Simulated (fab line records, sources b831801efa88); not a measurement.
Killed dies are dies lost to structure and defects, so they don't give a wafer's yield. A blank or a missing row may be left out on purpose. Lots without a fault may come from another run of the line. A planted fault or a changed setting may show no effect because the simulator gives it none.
fab line records | flow gf180mcu
record lots=15 wafers=45 last_day=34
route steps=602 shown V3@445 M4@459
lots that met no fault: from a run of the same line without faults
start_h: hours from the record's first day to the start of the lot's first wafer shown | wait_h: hours since the lot's step before | " the same as in the row above | L1.1+2: a row that stands for several wafers | - no value, or no start given | * or withheld: withheld | < > ~ a bound
route shown NAME@n: a module of which the file shows steps, and the number in the route of the first | usual: mean/standard deviation of fault-free wafers | same: alike in all rows | chamber/n: place in a boat | sites: the reading at each site | _std_site: their standard deviation | _edge_site: outer sites' mean less inner sites' | radius_mm: how far each site lies from the wafer's centre | mask NAME#n: copy n | behind: the tool/chamber that last shaped the wafer | hold: why the lot was held/for how many hours/how that ended | device: the transistor (n, p or np) that didn't switch | end of line: the same wafers' tests at the end of the route | a step without rows: its recipe alone | killed: dies lost to structure and defects at the first sort, not the wafer's yield | map: a wafer's dies, x killed, . not, _ none there
set.NAME: the setting as run; set.NAME@STEP: as run at that earlier step | model.NAME: the simulator's own value behind a step, which no gauge read
steps of the route over a sample of lots; a table a step, a row a wafer
services: from which hour (start_h, from the record's first day; less than 0 if before it) a tool's chamber was out of use, for how many hours, and why
## steps
# step GF_V3_ETCH_16
# recipe chemistry=N2/H2 target_depth_a=withheld overetch_a=withheld time_s=withheld target=BARC ion_energy_ev=200 source_w=500 bias_w=100 pressure_mtorr=30 n2_flow_sccm=100 h2_flow_sccm=200
# usual drypump_motor_current_A=5.6/0.46 oes_product_au=0.854/0.0047 throttle_valve_pct=13.224/0.0084
# columns lot.wafer tool chamber start_h wait_h drypump_motor_current_A oes_product_au throttle_valve_pct
L101.2 rie_diel-03 2 528.24 0.0 5.3 0.862 13.231
L101.3 " 0 " " 5.9 0.853 13.230
L101.5 " 0 " " 5.9 0.855 13.207
L103.2 rie_diel-01 1 543.09 0.0 5.6 0.853 13.222
L103.5 " 3 " " 5.5 0.861 13.237
L103.6 " 2 " " 5.2 0.856 13.220
L104.1 rie_diel-04 1 554.64 0.0 6.1 0.853 13.236
L104.4 " 1 " " 6.1 0.852 13.201
L104.5 " 3 " " 5.2 0.855 13.227
L108.1 rie_diel-01 0 583.82 0.0 5.6 0.857 13.219
L108.2 " 2 " " 5.2 0.857 13.235
L108.6 " 1 " " 5.6 0.853 13.220
L110.1 rie_diel-01 2 594.97 0.0 5.2 0.852 13.236
L110.4 " 3 " " 5.5 0.851 13.232
L110.5 " 1 " " 5.6 0.860 13.227
L111.1 rie_diel-03 0 622.74 0.0 5.9 0.849 13.215
L111.3 " 2 " " 5.3 0.850 13.227
L111.4 " 1 " " 5.8 0.847 13.227
L112.2 rie_diel-04 3 622.87 0.0 5.3 0.860 13.223
L112.5 " 3 " " 5.3 0.852 13.234
L112.6 " 2 " " 4.9 0.851 13.216
L113.1 rie_diel-04 1 626.04 0.0 6.1 0.855 13.224
L113.3 " 3 " " 5.3 0.855 13.218
L113.5 " 3 " " 5.3 0.852 13.235
L117.3 rie_diel-03 1 649.83 0.0 5.8 0.857 13.228
L117.4 " 2 " " 5.2 0.852 13.227
L117.5 " 1 " " 5.8 0.855 13.229
L119.3 rie_diel-04 3 669.93 0.0 5.3 0.853 13.226
L119.5 " 2 " " 4.9 0.854 13.229
L119.6 " 1 " " 6.1 0.850 13.230
L120.2 rie_diel-03 3 670.49 0.0 6.6 0.855 13.218
L120.5 " 3 " " 6.5 0.841 13.232
L120.6 " 2 " " 5.2 0.848 13.220
L121.1 rie_diel-04 2 675.82 0.0 4.9 0.859 13.228
L121.4 " 3 " " 5.3 0.851 13.226
L121.5 " 2 " " 4.9 0.859 13.218
L122.4 rie_diel-04 0 682.84 0.0 6.1 0.851 13.223
L122.5 " 0 " " 6.1 0.852 13.223
L122.6 " 1 " " 6.2 0.852 13.231
L123.1 rie_diel-04 3 689.98 0.0 5.3 0.847 13.231
L123.3 " 0 " " 6.1 0.848 13.221
L123.6 " 3 " " 5.3 0.858 13.216
L124.1 rie_diel-01 3 691.37 0.0 5.5 0.847 13.207
L124.2 " 2 " " 5.2 0.853 13.239
L124.3 " 1 " " 5.6 0.856 13.220
# step GF_M4_SPUTTER_03
# recipe material=Ti target_thk_nm=10 substrate_temp_c=300 chamber_pressure_pa=0.3 power_w=3000 time_s=6.7
# usual throttle_valve_pct=30.6/1.2
# columns lot.wafer tool chamber start_h wait_h throttle_valve_pct
L101.2 pvd_sputter-04 - 529.82 0.0 33.0
L101.3 " - " " 29.6
L101.5 " - " " 29.4
L103.2 pvd_sputter-01 - 544.62 0.0 29.9
L103.5 " - " " 29.7
L103.6 " - " " 30.5
L104.1 pvd_sputter-03 - 556.71 0.0 30.7
L104.4 " - " " 31.2
L104.5 " - " " 29.6
L108.1 pvd_sputter-03 - 585.34 0.0 31.1
L108.2 " - " " 29.5
L108.6 " - " " 31.0
L110.1 pvd_sputter-04 - 596.49 0.0 30.3
L110.4 " - " " 29.1
L110.5 " - " " 30.2
L112.2 pvd_sputter-04 - 624.39 0.0 30.0
L112.5 " - " " 29.0
L112.6 " - " " 30.2
L111.1 pvd_sputter-01 - 624.59 0.0 29.7
L111.3 " - " " 30.4
L111.4 " - " " 31.0
L113.1 pvd_sputter-04 - 627.55 0.0 29.7
L113.3 " - " " 30.3
L113.5 " - " " 29.2
L117.3 pvd_sputter-04 - 651.69 0.0 29.3
L117.4 " - " " 30.3
L117.5 " - " " 33.3
L119.3 pvd_sputter-04 - 671.49 0.0 29.1
L119.5 " - " " 30.2
L119.6 " - " " 33.4
L120.2 pvd_sputter-04 - 672.35 0.0 29.4
L120.5 " - " " 29.2
L120.6 " - " " 29.7
L121.1 pvd_sputter-04 - 677.43 0.0 33.5
L121.4 " - " " 28.9
L121.5 " - " " 33.3
L122.4 pvd_sputter-01 - 684.48 0.0 30.7
L122.5 " - " " 29.7
L122.6 " - " " 30.2
L123.1 pvd_sputter-03 - 691.68 0.0 29.2
L123.3 " - " " 31.4
L123.6 " - " " 31.2
L124.1 pvd_sputter-03 - 693.03 0.0 31.0
L124.2 " - " " 31.5
L124.3 " - " " 29.7
# step GF_M4_RS_MEAS_05
# recipe thk_meas_gauge=four-point-probe reads=TiN_of_M4_SPUTTER_04+Ti_of_M4_SPUTTER_03+AlCu_of_M4_SPUTTER_02+TiN_of_M4_SPUTTER_01+Ti_of_M4_SPUTTER_00
# usual M4_ALCU_RS=0.0696/0.00071
# columns lot.wafer tool chamber start_h wait_h M4_ALCU_RS[ohm/sq]
L101.2 film_metro-04 - 529.90 0.0 0.0703
L101.3 " - " " 0.0704
L101.5 " - " " 0.0700
L103.2 film_metro-03 - 544.70 0.0 0.0688
L103.5 " - " " 0.0688
L103.6 " - " " 0.0688
L104.1 film_metro-03 - 556.77 0.0 0.0697
L104.4 " - " " 0.0682
L104.5 " - " " 0.0696
L108.1 film_metro-03 - 585.40 0.0 0.0692
L108.2 " - " " 0.0700
L108.6 " - " " 0.0689
L110.1 film_metro-04 - 596.55 0.0 0.0713
L110.4 " - " " 0.0707
L110.5 " - " " 0.0709
L112.2 film_metro-03 - 624.47 0.0 0.0694
L112.5 " - " " 0.0701
L112.6 " - " " 0.0695
L111.1 film_metro-03 - 624.65 0.0 0.0692
L111.3 " - " " 0.0687
L111.4 " - " " 0.0698
L113.1 film_metro-02 - 627.61 0.0 0.0699
L113.3 " - " " 0.0700
L113.5 " - " " 0.0704
L117.3 film_metro-02 - 651.79 0.1 0.0692
L117.4 " - " " 0.0696
L117.5 " - " " 0.0686
L119.3 film_metro-03 - 671.59 0.1 0.0688
L119.5 " - " " 0.0688
L119.6 " - " " 0.0685
L120.2 film_metro-03 - 672.43 0.0 0.0687
L120.5 " - " " 0.0693
L120.6 " - " " 0.0694
L121.1 film_metro-04 - 677.49 0.0 0.0708
L121.4 " - " " 0.0706
L121.5 " - " " 0.0711
L122.4 film_metro-02 - 684.60 0.1 0.0698
L122.5 " - " " 0.0695
L122.6 " - " " 0.0691
L123.1 film_metro-02 - 691.74 0.0 0.0712
L123.3 " - " " 0.0696
L123.6 " - " " 0.0697
L124.1 film_metro-03 - 693.09 0.0 0.0697
L124.2 " - " " 0.0683
L124.3 " - " " 0.0696
# step GF_M4_EXPOSE_11
# recipe mask_id=Metal4 target_cd_nm=280 na=0.68 source_shape=conventional sigma_outer=0.6 dose_mj=28
# usual exposure_dose_mJ_cm2=27.984/0.029 focus_offset_nm=0.0/0.45 sigma_outer=0.6/0
# columns lot.wafer tool chamber start_h wait_h mask exposure_dose_mJ_cm2 focus_offset_nm sigma_outer
L101.2 krf_scanner-01 0 541.31 - Metal4#0 27.923 0.4 0.6
L101.3 " 0 " " Metal4#0 27.952 1.2 0.6
L101.5 " 0 " " Metal4#0 27.924 0.8 0.6
L103.2 krf_scanner-01 0 555.51 - Metal4#0 27.985 0.6 0.6
L103.5 " 0 " " Metal4#0 27.971 -0.3 0.6
L103.6 " 0 " " Metal4#0 28.008 0.3 0.6
L104.1 krf_scanner-01 0 568.08 - Metal4#0 27.998 0.3 0.6
L104.4 " 0 " " Metal4#0 28.017 0.1 0.6
L104.5 " 0 " " Metal4#0 28.023 0.5 0.6
L108.1 krf_scanner-02 0 596.66 - Metal4#0 27.923 -0.2 0.6
L108.2 " 0 " " Metal4#0 27.936 0.1 0.6
L108.6 " 0 " " Metal4#0 27.976 -0.4 0.6
L110.1 krf_scanner-01 - 606.61 - Metal4#0 - - -
L110.4 " - " " Metal4#0 - - -
L110.5 " - " " Metal4#0 - - -
L112.2 krf_scanner-01 - 634.36 - Metal4#0 - - -
L112.5 " - " " Metal4#0 - - -
L112.6 " - " " Metal4#0 - - -
L111.1 krf_scanner-01 - 634.79 - Metal4#0 - - -
L111.3 " - " " Metal4#0 - - -
L111.4 " - " " Metal4#0 - - -
L113.1 krf_scanner-01 0 637.93 - Metal4#0 28.007 0.0 0.6
L113.3 " 0 " " Metal4#0 28.015 -0.2 0.6
L113.5 " 0 " " Metal4#0 27.973 0.5 0.6
L117.3 krf_scanner-02 0 661.74 - Metal4#0 28.017 -0.2 0.6
L117.4 " 0 " " Metal4#0 27.985 -0.6 0.6
L117.5 " 0 " " Metal4#0 27.975 0.3 0.6
L119.3 krf_scanner-01 0 681.32 - Metal4#0 28.053 -0.6 0.6
L119.5 " 0 " " Metal4#0 28.019 -0.4 0.6
L119.6 " 0 " " Metal4#0 28.006 0.5 0.6
L120.2 krf_scanner-01 0 682.45 - Metal4#0 27.915 0.5 0.6
L120.5 " 0 " " Metal4#0 27.917 -0.1 0.6
L120.6 " 0 " " Metal4#0 27.974 0.5 0.6
L121.1 krf_scanner-01 0 687.79 - Metal4#0 27.940 -0.2 0.6
L121.4 " 0 " " Metal4#0 27.966 -0.3 0.6
L121.5 " 0 " " Metal4#0 27.956 0.4 0.6
L122.4 krf_scanner-01 0 694.29 - Metal4#0 28.008 0.0 0.6
L122.5 " 0 " " Metal4#0 28.004 0.1 0.6
L122.6 " 0 " " Metal4#0 28.019 0.4 0.6
L123.1 krf_scanner-01 0 700.93 - Metal4#0 28.002 0.0 0.6
L123.3 " 0 " " Metal4#0 27.943 -0.4 0.6
L123.6 " 0 " " Metal4#0 28.012 0.0 0.6
L124.1 krf_scanner-01 0 702.18 - Metal4#0 28.002 -0.5 0.6
L124.2 " 0 " " Metal4#0 27.993 0.1 0.6
L124.3 " 0 " " Metal4#0 27.930 0.0 0.6
## services
# columns tool chamber start_h hours kind
rie_diel-03 3 505.03 26.1 repair
krf_scanner-01 - 507.72 4.4 pm
rie_diel-04 0 509.30 5.2 repair
krf_scanner-01 - 520.70 0.8 pm
rie_diel-03 2 533.73 13.7 repair
rie_diel-03 3 544.44 2.3 repair
krf_scanner-02 - 545.71 1.3 pm
rie_diel-04 0 548.93 6.8 repair
rie_diel-04 2 555.11 6.5 repair
pvd_sputter-01 - 557.31 3.1 repair
krf_scanner-01 - 581.09 1.0 pm
pvd_sputter-01 - 588.58 15.1 repair
krf_scanner-01 - 598.26 1.3 pm
rie_diel-04 1 600.68 3.8 repair
rie_diel-04 1 609.56 3.6 repair
rie_diel-04 0 619.81 4.6 repair
rie_diel-03 - 641.77 0.4 repair
rie_diel-04 0 648.04 29.1 repair
rie_diel-04 2 649.18 3.7 repair
pvd_sputter-03 - 656.44 2.7 repair
krf_scanner-01 - 672.34 1.2 repair
pvd_sputter-03 - 678.66 1.9 repair
krf_scanner-01 - 689.50 0.8 pm
rie_diel-01 2 695.63 54.9 repair
## key
first_sign step=GF_M4_EXPOSE_11 reading=tool_record direction=missing
effect none on later readings
met_at GF_M4_EXPOSE_11
struck_lots L110,L111,L112
later_rows_left_out L110.1,L110.4,L110.5,L111.1,L111.3,L111.4,L112.2,L112.5,L112.6
sort_left_out L110.1,L110.4,L110.5,L111.1,L111.3,L111.4,L112.2,L112.5,L112.6
not_acting_at GF_V3_ETCH_16,GF_M4_SPUTTER_03,GF_M4_RS_MEAS_05
onset_between 568.08 606.61
fault kind=skipped_step_whole tool=krf_scanner-01 chamber=- onset_h=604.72 steps=GF_M4_EXPOSE_11 scope=struck_lots_only
# sort_left_out: the simulated sort isn't trusted on such a fault, so these wafers' sort isn't shown, and their yield isn't known
# later_rows_left_out: the simulator's readings of these wafers behind a module that went badly wrong aren't trusted and aren't shown, but for the sort
